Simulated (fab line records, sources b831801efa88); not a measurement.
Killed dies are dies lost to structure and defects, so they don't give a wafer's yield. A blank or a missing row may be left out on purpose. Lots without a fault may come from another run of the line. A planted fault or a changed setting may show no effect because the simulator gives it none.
Chamber matching | flow gf180mcu | GF_STI_CMP_25 on cmp-01: 4 sister chambers
The step polishes, stops on Si3N4, t overpolish 33 s, target thk 524.6 nm. 8 wafers are shown with their chamber, then 10 later ones without.

WAFERS WITH THEIR CHAMBER
wafer  | chamber | motor_current_A (A) | platen_rpm (rpm)
L082.1 | 0       | 12.1                | 59.93
L082.4 | 1       | 13.4                | 59.96
L088.2 | 0       | 12.6                | 60.03
L090.1 | 1       | 13.4                | 59.95
L090.2 | 3       | 13.5                | 60.01
L090.3 | 2       | 12.4                | 60.00
L091.2 | 3       | 12.5                | 60.02
L091.3 | 2       | 12.5                | 60.00

WAFERS WITHOUT THEIR CHAMBER
wafer  | motor_current_A (A) | platen_rpm (rpm)
L091.5 | 13.2                | 59.89
L094.2 | 14.2                | 60.05
L094.3 | 13.6                | 60.02
L094.6 | 11.9                | 59.95
L095.1 | 12.9                | 59.90
L095.2 | 13.4                | 59.98
L095.5 | 12.8                | 59.94
L097.1 | 13.1                | 60.00
L097.3 | 11.9                | 60.02
L097.4 | 11.8                | 60.02

WHICH CHAMBER EACH WENT THROUGH
wafer  | from the rows above               | in truth
L091.5 | can't be placed: 1 or 0 or 3 or 2 | 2
L094.2 | can't be placed: 3 or 1 or 2 or 0 | 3
L094.3 | can't be placed: 3 or 1 or 2 or 0 | 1
L094.6 | can't be placed: 0 or 2 or 3      | 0
L095.1 | can't be placed: 1 or 0 or 2 or 3 | 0
L095.2 | can't be placed: 1 or 3 or 2 or 0 | 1
L095.5 | can't be placed: 1 or 0 or 2 or 3 | 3
L097.1 | can't be placed: 3 or 1 or 2 or 0 | 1
L097.3 | can't be placed: 2 or 0 or 3      | 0
L097.4 | can't be placed: 2 or 0 or 3      | 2
Placed correctly: 0 of 10. Can't be placed from these rows: 10 (the true chamber is among the candidates in 10). Placed wrongly: 0.
How it was worked out, from the rows above alone: a wafer's distance from a chamber is the root of the sum, over the readings, of the square of ((its reading less the chamber's mean) divided by the reading's scatter). The wafer belongs to the nearest chamber; if the next one is less than 2 further off, it can't be placed. A chamber's mean is the mean of its shown wafers. The scatter: the root of (the sum of the squares of (reading less its chamber's mean) over the shown wafers, divided by (wafers less chambers)).
